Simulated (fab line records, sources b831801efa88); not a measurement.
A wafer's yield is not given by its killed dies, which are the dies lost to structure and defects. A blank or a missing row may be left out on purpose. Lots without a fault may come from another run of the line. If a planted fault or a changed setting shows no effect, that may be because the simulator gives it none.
One fault through the eyes of 2 desks / flow sfq_line / each desk has only its own numbers; what lay behind them comes last

## TOOL OWNER'S DESK, cmp-01
The tool's own readings at SFQ_TRILAYER_I3_CMP_CMP_082 (polishes SiO2): means of the sampled wafers that have a number, for each lot that ran on this tool. The brackets show how far a lot's mean lies from the usual mean; more than 4 standard deviations puts the lot out of limits, marked OUT.
Columns: A = edge_zone_pressure_frac at SFQ_TRILAYER_I3_CMP_CMP_082, usual 1.000; B = head_pressure_psi at SFQ_TRILAYER_I3_CMP_CMP_082, usual 3.000 psi; C = motor_current_A at SFQ_TRILAYER_I3_CMP_CMP_082, usual 10.1 A; D = platen_rpm at SFQ_TRILAYER_I3_CMP_CMP_082, usual 60.00 rpm; E = time_to_endpoint_s at SFQ_TRILAYER_I3_CMP_CMP_082, usual 217 s
lot=L526; first seen here=day 37 14:23; A=0.996; B=3.003; C=10.5; D=60.04; E=215
lot=L529; first seen here=day 38 05:53; A=1.003; B=3.000; C=10.5; D=59.96; E=214
lot=L530; first seen here=day 38 20:23; A=0.997; B=3.001; C=10.5; D=60.02; E=221
lot=L532; first seen here=day 40 06:50; A=0.997; B=2.996; C=10.1; D=60.02; E=231
lot=L536; first seen here=day 41 07:20; A=0.998; B=3.193 (+28) OUT; C=10.9; D=60.04; E=207
lot=L538; first seen here=day 41 22:50; A=0.996; B=3.196 (+28) OUT; C=10.6; D=60.01; E=209
lot=L547; first seen here=day 51 02:23; A=0.995; B=3.004; C=10.4; D=60.00; E=218
This desk's verdict: out of limits on L536, L538, starting with L536 at day 41 07:20 (head_pressure_psi at SFQ_TRILAYER_I3_CMP_CMP_082). L526, L529, L530, L532, L547 stayed within limits.

## THE METROLOGY DESK
Means of the sampled wafers that have a number, per lot and without regard to the tool the lot ran on: this is what the gauges read. The brackets show how far a lot's mean lies from the usual mean; more than 4 standard deviations puts the lot out of limits, marked OUT.
Columns: A = M2_OVL at SFQ_M2_OVL_MEAS_916, usual -4 nm
lot=L525; first seen here=day 24 13:31; A=-8
lot=L526; first seen here=day 24 19:30; A=1
lot=L528; first seen here=day 30 23:07; A=0
lot=L529; first seen here=day 31 06:08; A=4
lot=L530; first seen here=day 31 15:44; A=6
lot=L531; first seen here=day 32 17:56; A=3
lot=L532; first seen here=day 33 08:20; A=0
lot=L536; first seen here=day 34 22:44; A=-4
lot=L537; first seen here=day 35 04:44; A=-4
lot=L538; first seen here=day 35 11:56; A=-12
lot=L542; first seen here=day 36 16:23; A=-7
lot=L546; first seen here=day 37 21:07; A=-2
lot=L547; first seen here=day 40 19:08; A=-15
lot=L548; first seen here=day 41 00:23; A=1
This desk's verdict: no lot among the 14 shows anything out of limits.

## PUT TOGETHER
The tool owner's desk had the chance to raise an alarm at day 41 07:20 on L536, L538.
From the metrology desk's view, nothing was out of limits.
The metrology desk has L536, L538 on record, within its limits.
The lots listed all ran SFQ_TRILAYER_I3_CMP_CMP_082 on cmp-01.

## WHAT WAS PUT IN BY THE SIMULATOR
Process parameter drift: cmp-01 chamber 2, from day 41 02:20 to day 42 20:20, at SFQ_TRILAYER_I3_CMP_CMP_082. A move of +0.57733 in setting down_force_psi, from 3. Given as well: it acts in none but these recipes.
Struck lots among those shown: L536, L538.
How many hours passed from the start of the fault until each desk's first out-of-limits reading: the tool owner's desk, 5.
